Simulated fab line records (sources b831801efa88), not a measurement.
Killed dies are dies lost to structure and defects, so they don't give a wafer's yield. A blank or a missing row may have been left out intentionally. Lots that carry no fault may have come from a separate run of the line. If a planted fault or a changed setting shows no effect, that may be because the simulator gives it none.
One fault through the eyes of 2 desks + flow gf180mcu + every desk sees just its own numbers, and what lay behind them comes last

## AT THE METROLOGY DESK
Lot by lot, what the gauges showed, no matter which tool ran the lot: averages of those sampled wafers that carry a number. If a lot's mean is further than 4 standard deviations from the usual mean, the lot is out of limits and carries the mark OUT (the distance appears in the brackets).
Columns: A = CONTACT_W_RS at GF_CONTACT_RS_MEAS_25, usual 0.384 ohm/sq; B = V1_CVD_00_THK at GF_V1_THK_MEAS_01, usual 598 nm
| lot  | first seen here | A     | B   |
|------|-----------------|-------|-----|
| L822 | day 16 05:37    | 0.388 | 600 |
| L823 | day 16 20:33    | 0.387 | 599 |
| L825 | day 17 12:49    | 0.382 | 602 |
| L824 | day 17 13:06    | 0.387 | 585 |
| L830 | day 19 19:13    | 0.378 | 603 |
| L831 | day 19 20:40    | 0.388 | 601 |
| L833 | day 20 11:35    | 0.387 | 589 |
| L834 | day 20 13:00    | 0.379 | 587 |
| L835 | day 21 10:55    | 0.380 | 602 |
| L836 | day 21 12:04    | 0.393 | 594 |
| L843 | day 23 08:28    | 0.382 | 599 |
| L844 | day 23 19:05    | 0.384 | 601 |
This desk found nothing out of limits on any of the 12 lots.

## DESK OF THE TOOL OWNER: cmp-02
The tool's own readings at GF_V1_CMP_04 (polishes SiO2): means of the sampled wafers that have a number, for each lot that ran on this tool. If a lot's mean is further than 4 standard deviations from the usual mean, the lot is out of limits and carries the mark OUT (the distance appears in the brackets).
Columns: A = motor-current-A at GF_V1_CMP_04, usual 12.1 A; B = platen-rpm at GF_V1_CMP_04, usual 60.00 rpm; C = retaining-ring-pressure-frac at GF_V1_CMP_04, usual 0.999; D = time-to-endpoint-s at GF_V1_CMP_04, usual 82 s
| lot  | first seen here | A    | B     | C     | D             |
|------|-----------------|------|-------|-------|---------------|
| L825 | day 18 14:17    | 13.2 | 59.98 | 0.995 | 76            |
| L830 | day 20 21:23    | 12.0 | 59.99 | 0.995 | 80            |
| L833 | day 21 13:25    | 12.9 | 59.94 | 1.004 | 83            |
| L834 | day 21 14:30    | 12.6 | 60.00 | 1.001 | 59            |
| L836 | day 22 13:34    | 12.7 | 59.97 | 1.005 | 57 (-4.2) OUT |
This desk finds L836 out of limits, L836 being first, at day 22 13:34 (time-to-endpoint-s at GF_V1_CMP_04). L825, L830, L833, L834 stayed within limits.

## BROUGHT TOGETHER
The tool owner's desk had the chance to raise an alarm at day 22 13:34 on L836.
The metrology desk saw nothing out of limits.
The metrology desk holds a record of L836, inside its limits.
All the named lots went through GF_V1_CMP_04 on cmp-02.

## WHAT THE SIMULATOR HAD INSERTED
cmp-02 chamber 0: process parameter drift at GF_V1_CMP_04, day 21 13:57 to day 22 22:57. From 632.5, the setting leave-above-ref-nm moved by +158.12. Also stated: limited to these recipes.
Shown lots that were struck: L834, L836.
Delay in hours, fault start to first out-of-limits reading, by desk: the tool owner's desk at 24.
